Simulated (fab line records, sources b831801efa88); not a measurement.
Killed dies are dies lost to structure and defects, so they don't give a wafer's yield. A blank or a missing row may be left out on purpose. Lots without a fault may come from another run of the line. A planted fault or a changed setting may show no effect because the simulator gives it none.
Split-lot experiment | flow sky130 | 5 lots, 23 wafers read, on a route of 708 steps

THE SPLIT
At SKY_CAPM_SPUTTER_02 (material TiN, target thk 200 nm, time 166.7 s), the setting power_w was moved away from the recipe's 6500 W on 6 of the 23 wafers read, by -6.9% to +9.3%. The other wafers ran this setting at the recipe's value.

FROM THE SPLIT TO THE READING: what the file shows between them, 5 steps
- SKY_CAPM_RS_MEAS_03: measures by four-point-probe
- SKY_CAPM_THK_MEAS_04: measures by xrf
- SKY_CAPM_DEHYDRATE_05: time 60 s
- SKY_CAPM_HMDS_06: prime time 60 s
- SKY_CAPM_DEVELOP_11: develop time 60 s

THE READING
oes_product_au, in a.u., at SKY_CAPM_METAL_ETCH_13 (etches TiN in Cl2/BCl3, stops on SiO2, target depth 220 nm, time 62.9 s). Fault-free wafers of this fab line usually give 0.941 a.u., standard deviation 0.0072 a.u..

wafer  | tool, chamber at the split | power_w as run, W | against the recipe | oes_product_au, a.u. | against lot-mates on the recipe
L076.1 | pvd_sputter-01, -          | 6500              | recipe             | 0.933                | -
L076.2 | pvd_sputter-01, -          | 7107              | +9.3%              | 0.985                | +0.043
L076.3 | pvd_sputter-01, -          | 7107              | +9.3%              | 0.977                | +0.035
L076.5 | pvd_sputter-01, -          | 7107              | +9.3%              | 0.992                | +0.050
L076.6 | pvd_sputter-01, -          | 6500              | recipe             | 0.951                | -
L078.1 | pvd_sputter-03, -          | 6500              | recipe             | 0.940                | -
L078.3 | pvd_sputter-03, -          | 6500              | recipe             | 0.940                | -
L078.4 | pvd_sputter-03, -          | 6500              | recipe             | 0.939                | -
L078.5 | pvd_sputter-03, -          | 6500              | recipe             | 0.934                | -
L078.6 | pvd_sputter-03, -          | 6500              | recipe             | 0.946                | -
L083.1 | pvd_sputter-02, -          | 6049              | -6.9%              | 0.904                | -0.040
L083.2 | pvd_sputter-02, -          | 6500              | recipe             | 0.946                | -
L083.3 | pvd_sputter-02, -          | 6500              | recipe             | 0.943                | -
L083.4 | pvd_sputter-02, -          | 6049              | -6.9%              | 0.908                | -0.036
L083.5 | pvd_sputter-02, -          | 6049              | -6.9%              | 0.902                | -0.042
L081.4 | pvd_sputter-02, -          | 6500              | recipe             | 0.944                | -
L081.5 | pvd_sputter-02, -          | 6500              | recipe             | 0.941                | -
L081.6 | pvd_sputter-02, -          | 6500              | recipe             | 0.932                | -
L084.1 | pvd_sputter-01, -          | 6500              | recipe             | 0.942                | -
L084.2 | pvd_sputter-01, -          | 6500              | recipe             | 0.960                | -
L084.3 | pvd_sputter-01, -          | 6500              | recipe             | 0.945                | -
L084.4 | pvd_sputter-01, -          | 6500              | recipe             | 0.927                | -
L084.5 | pvd_sputter-01, -          | 6500              | recipe             | 0.937                | -

THE FIT
A straight line over all 23 wafers: oes_product_au changes by +0.00488 a.u. for each +1% of power_w; r = +0.95; the points scatter about the line by 0.0073 a.u..
The same after taking each lot's own level away (the mean of its wafers on the recipe; 23 wafers): +0.00501 a.u. for each +1%; r = +0.95; scatter 0.0073 a.u..
On that fit, the largest move of power_w shifts the reading by 0.047 a.u..
The lots' own levels span 0.9390 to 0.9445 a.u., that is 0.8 times the standard deviation above.
So the lot-to-lot level changes the slope little: the two slopes agree.
Check: with one of the wafers moved furthest among these (+9.3%) left out of the fit, the line predicts +0.0464 a.u. for it against its lot-mates. It came out at +0.043 a.u. against them.

OTHER SPLITS ON THESE WAFERS
These wafers also went through other splits before the reading. Each is held against what the fit with the lots' levels taken away leaves over:
other split on the same wafers | wafers away from the commonest value | r with oes_product_au (lot level and that fit taken away)
SKY_METAL3_SPUTTER_00 time_s   | 11                                   | -0.01

THE WHOLE CHAIN: every reading that the file lists as answering this split, in the file's order
step                   | what it does                                                            | reading                                                                        | change (the file's fit)                   | r (the file's)
SKY_CAPM_SPUTTER_02    | material TiN, target thk 200 nm, time 166.7 s                           | TiN_of_CAPM_SPUTTER_02.thk_nm (the simulator's own value, which no gauge read) | +2.06 nm for each +1% of the setting      | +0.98
SKY_CAPM_RS_MEAS_03    | measures by four-point-probe                                            | CAPM_TIN_RS                                                                    | -0.071 for each +1% of the setting        | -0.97
SKY_CAPM_THK_MEAS_04   | measures by xrf                                                         | CAPM_TIN_THK                                                                   | +2.1 for each +1% of the setting          | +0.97
SKY_CAPM_METAL_ETCH_13 | etches TiN in Cl2/BCl3, stops on SiO2, target depth 220 nm, time 62.9 s | oes_product_au                                                                 | +0.00501 a.u. for each +1% of the setting | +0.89

THE FILE'S OWN FIT
oes_product_au changes by +0.00501 a.u. for each +1% of power_w, r = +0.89.
